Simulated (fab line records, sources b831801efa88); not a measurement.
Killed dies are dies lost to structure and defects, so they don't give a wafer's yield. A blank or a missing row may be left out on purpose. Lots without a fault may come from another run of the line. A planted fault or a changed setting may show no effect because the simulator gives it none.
One fault seen from 2 desks | flow sky130 | each desk has only its own numbers; what lay behind them comes last

THE METROLOGY DESK
What the gauges read, lot by lot, whatever tool the lot ran on: means of the sampled wafers that have a number. A lot is out of limits, marked OUT, if its mean lies more than 4 standard deviations from the usual mean; the brackets give that distance.
Columns: A = POLY_GATE_CVD_03_THK at SKY_POLY_GATE_THK_MEAS_04, usual 74.5 nm; B = cd_nm at SKY_POLY_GATE_CD_MEAS_13, usual 149.6 nm
lot  | first seen here | A    | B
L671 | day 15 15:44    | 73.7 | 150.4
L673 | day 16 08:08    | 76.2 | 149.3
L674 | day 16 19:52    | 74.4 | 150.7
L676 | day 17 09:08    | 75.4 | 148.9
L681 | day 19 01:39    | 74.9 | 151.8
L683 | day 20 07:15    | 75.0 | 151.2
L684 | day 20 11:53    | 74.2 | 150.3
L686 | day 21 11:32    | 73.5 | 146.6
L688 | day 21 20:49    | 74.0 | 149.1
L691 | day 23 00:58    | 74.7 | 149.0
L693 | day 23 09:56    | 73.8 | 152.2
L692 | day 23 12:20    | 74.5 | 149.3
This desk's finding: nothing out of limits on any of the 12 lots.

THE TOOL OWNER'S DESK: furnace-01
The tool's own readings at SKY_GATE_OXIDE_OXIDATION_16 (stabilise 600 s, purge 300 s, target thk 3.57 nm): means of the sampled wafers that have a number, for each lot that ran on this tool. A lot is out of limits, marked OUT, if its mean lies more than 4 standard deviations from the usual mean; the brackets give that distance.
Columns: A = spike_tc_bottom_C at SKY_GATE_OXIDE_OXIDATION_16, usual 821.6 C; B = spike_tc_centre_C at SKY_GATE_OXIDE_OXIDATION_16, usual 800.3 C; C = spike_tc_lower_C at SKY_GATE_OXIDE_OXIDATION_16, usual 801.1 C; D = spike_tc_top_C at SKY_GATE_OXIDE_OXIDATION_16, usual 816.2 C; E = spike_tc_upper_C at SKY_GATE_OXIDE_OXIDATION_16, usual 799.3 C; F = tube_center_temp_C at SKY_GATE_OXIDE_OXIDATION_16, usual 800 C; G = tube_center_temp_C_max at SKY_GATE_OXIDE_OXIDATION_16, usual 802.1
lot  | first seen here | A               | B               | C                | D                | E                | F                     | G
L671 | day 14 08:58    | 820.8           | 800.5           | 801.4            | 815.8            | 798.3            | 800                   | 802.2
L673 | day 14 23:55    | 820.7           | 800.9           | 800.5            | 815.3            | 799.5            | 800                   | 801.7
L674 | day 15 11:27    | 821.9           | 799.8           | 802.2            | 814.6            | 799.5            | 800                   | 802.3
L676 | day 16 00:03    | 821.8           | 799.7           | 801.3            | 815.1            | 798.5            | 800                   | 801.8
L681 | day 17 14:41    | 820.8           | 799.3           | 801.6            | 814.3            | 799.3            | 800                   | 801.7
L683 | day 18 19:50    | 808.9 (-11) OUT | 788.0 (-12) OUT | 789.2 (-9.9) OUT | 801.7 (-6.3) OUT | 786.4 (-8.6) OUT | 788 (-99 or more) OUT | 789.9 (-37) OUT
L684 | day 19 01:23    | 809.5 (-10) OUT | 787.5 (-13) OUT | 789.6 (-9.6) OUT | 803.7 (-5.4) OUT | 785.5 (-9.2) OUT | 788 (-99 or more) OUT | 789.9 (-37) OUT
L691 | day 21 14:15    | 821.1           | 800.5           | 801.3            | 815.4            | 798.7            | 800                   | 802.5
L693 | day 21 22:30    | 821.9           | 799.6           | 801.2            | 814.6            | 798.2            | 800                   | 802.2
L692 | day 22 00:02    | 820.9           | 800.3           | 801.7            | 815.3            | 797.7            | 800                   | 802.3
This desk's finding: out of limits on L683, L684; first on L683, day 18 19:50 (spike_tc_bottom_C at SKY_GATE_OXIDE_OXIDATION_16). In limits: L671, L673, L674, L676, L681, L691, L693, L692.

PUT TOGETHER
The tool owner's desk could have raised an alarm at day 18 19:50, on L683, L684.
The metrology desk saw nothing out of limits.
The metrology desk has L683, L684 on record, within its limits.
Of the lots named, all ran SKY_GATE_OXIDE_OXIDATION_16 on furnace-01.

WHAT THE SIMULATOR HAD PUT IN
Process parameter drift: furnace-01, from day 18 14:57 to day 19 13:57, at SKY_GATE_OXIDE_OXIDATION_16. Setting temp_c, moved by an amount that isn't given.
Lots struck among those shown: L683, L684.
Hours from the fault's start to each desk's first reading out of limits: the tool owner's desk, 5.
